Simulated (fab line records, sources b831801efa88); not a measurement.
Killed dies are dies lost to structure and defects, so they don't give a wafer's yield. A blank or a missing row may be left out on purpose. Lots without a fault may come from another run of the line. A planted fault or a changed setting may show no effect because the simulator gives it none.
A struck lot beside a sound one | flow gf180mcu | 24 steps out of a route of 602
Sound: wafers L288.1, L288.2, L288.5. Struck: wafers L298.4, L298.5, L298.6. The cause comes at the end.
At each step with rows: each side's tool, then ch and its chambers, then its first start. Under that, the readings that differ: sound wafers | struck wafers | difference of the means | sigmas: that difference in standard deviations of wafers without a fault.
alike: readings whose means differ by less than 2 such deviations, and words and numbers that are the same on both sides. not compared: withheld readings, readings that some wafer has no value for, bounds like >300 that may hide the same value, and numbers for which the record gives no deviation and whose values overlap.
The two part at a step that has a row with sigmas, a row that says differs or no value, or rows on one side only. Numbers that don't overlap but have no deviation are shown without sigmas and don't part them. A reading that every wafer of one side lacks parts them only if that side has two wafers or more.

first, 2 steps without rows for these wafers: GF_V1_STRIP_19 (strips in post etch residue remover, time 1200 s); GF_V1_CLEAN_20 (cleans in DIW).
GF_V1_SPUTTER_21: material Ti, target thk 15 nm, time 80.02 s.
  sound on pvd_sputter-03, day 20 06:45; struck on pvd_sputter-02, day 24 00:51
  alike: cathode_dc_power_W, chamber_pressure_pa, throttle_valve_pct
GF_V1_SPUTTER_22: material TiN, target thk 10 nm, time 40 s.
  sound on pvd_sputter-03, day 20 06:49; struck on pvd_sputter-02, day 24 00:55
  alike: cathode_dc_power_W, chamber_pressure_pa, throttle_valve_pct
GF_V1_CVD_23: deposits W, target thk 350 nm, time 105.05 s.
  sound on cvd_w-01 ch 0,1, day 20 06:51; struck on cvd_w-02 ch 0,1, day 24 00:59
  alike: chamber_pressure_Torr, heater_power_w
GF_V1_RS_MEAS_24: measures by four-point-probe.
  sound on film_metro-02, day 20 06:58; struck on film_metro-03, day 24 01:08
  alike: V1_W_RS
GF_V1_THK_MEAS_25: measures by xrf.
  sound on film_metro-02, day 20 07:05; struck on film_metro-03, day 24 01:13
  alike: V1_W_THK
GF_V1_CMP_26: polishes, stops on SiO2, t overpolish 15 s, target thk 0 nm.
  sound on cmp-01 ch 0,1,2, day 20 07:12; struck on cmp-02 ch 0,1,3, day 24 01:40
  alike: motor_current_A, overpolish_run_s, time_to_endpoint_s
then, 3 steps without rows for these wafers: GF_M2_SPUTTER_00 (material Ti, target thk 37.5 nm, time 150 s); GF_M2_SPUTTER_01 (material TiN, target thk 30 nm, time 25 s); GF_M2_SPUTTER_02 (material AlCu, target thk 450 nm, time 23.9 s).
GF_M2_SPUTTER_03: material Ti, target thk 10 nm, time 6.7 s.
  sound on pvd_sputter-02, day 20 07:37; struck on pvd_sputter-03, day 24 01:58
  reading                | sound          | struck         | difference | sigmas
  throttle_valve_pct (%) | 31.7 31.7 29.8 | 27.6 30.7 27.5 | -2.5       | -2
  alike: cathode_dc_power_W, chamber_pressure_pa
GF_M2_SPUTTER_04: material TiN, target thk 50 nm, time 42.83 s.
  sound on pvd_sputter-02, day 20 07:38; struck on pvd_sputter-03, day 24 01:59
  no value came back on the struck wafers for cathode_dc_power_W (W), chamber_pressure_pa (Pa), throttle_valve_pct (%), time_s (s); on the sound wafers cathode_dc_power_W (W) reads 6499.5 6500.9 6499.9
GF_M2_THK_MEAS_06: measures by xrf.
  sound on film_metro-01, day 20 07:47; struck on film_metro-03, day 24 05:14
  reading          | sound       | struck      | difference | sigmas
  M2_ALCU_THK (nm) | 447 455 445 | 502 502 497 | +51        | +10
  not compared: hold
then, 6 steps without rows for these wafers: GF_M2_HMDS_08 (prime time 60 s); GF_M2_COAT_09 (resist thk 1000 nm); GF_M2_SOFTBAKE_10 (time 60 s); GF_M2_EXPOSE_11 (exposes mask Metal2, target cd 280 nm); GF_M2_PEB_12 (peb time 90 s); GF_M2_DEVELOP_13 (develop time 60 s).
GF_M2_CD_MEAS_14: target cd 280 nm.
  sound on cd_sem-02, day 21 07:48; struck on cd_sem-01, day 25 00:18
  alike: cd_nm
GF_M2_OVL_MEAS_15:
  sound on overlay-02, day 21 07:55; struck on overlay-01, day 25 00:23
  alike: M2_OVL
GF_M2_METAL_ETCH_16: etches the open film in Cl2/BCl3, stops on SiO2, target depth 627.5 nm, time 104.6 s.
  sound on rie_metal-03 ch 0,1, day 21 07:58; struck on rie_metal-01 ch 0,1, day 25 00:26
  reading               | sound             | struck            | difference | sigmas
  oes_product_au (a.u.) | 0.968 0.987 0.975 | 0.995 0.997 0.994 | +0.019     | +3
  alike: drypump_motor_current_A, throttle_valve_pct
  not compared: rf_hours_counter_h
then, 1 step without rows for these wafers: GF_M2_STRIP_17 (strips in O2/N2).

WHERE THEY PART
First at GF_M2_SPUTTER_03; last, within this record, at GF_M2_METAL_ETCH_16.

WHY: what the simulator had put in
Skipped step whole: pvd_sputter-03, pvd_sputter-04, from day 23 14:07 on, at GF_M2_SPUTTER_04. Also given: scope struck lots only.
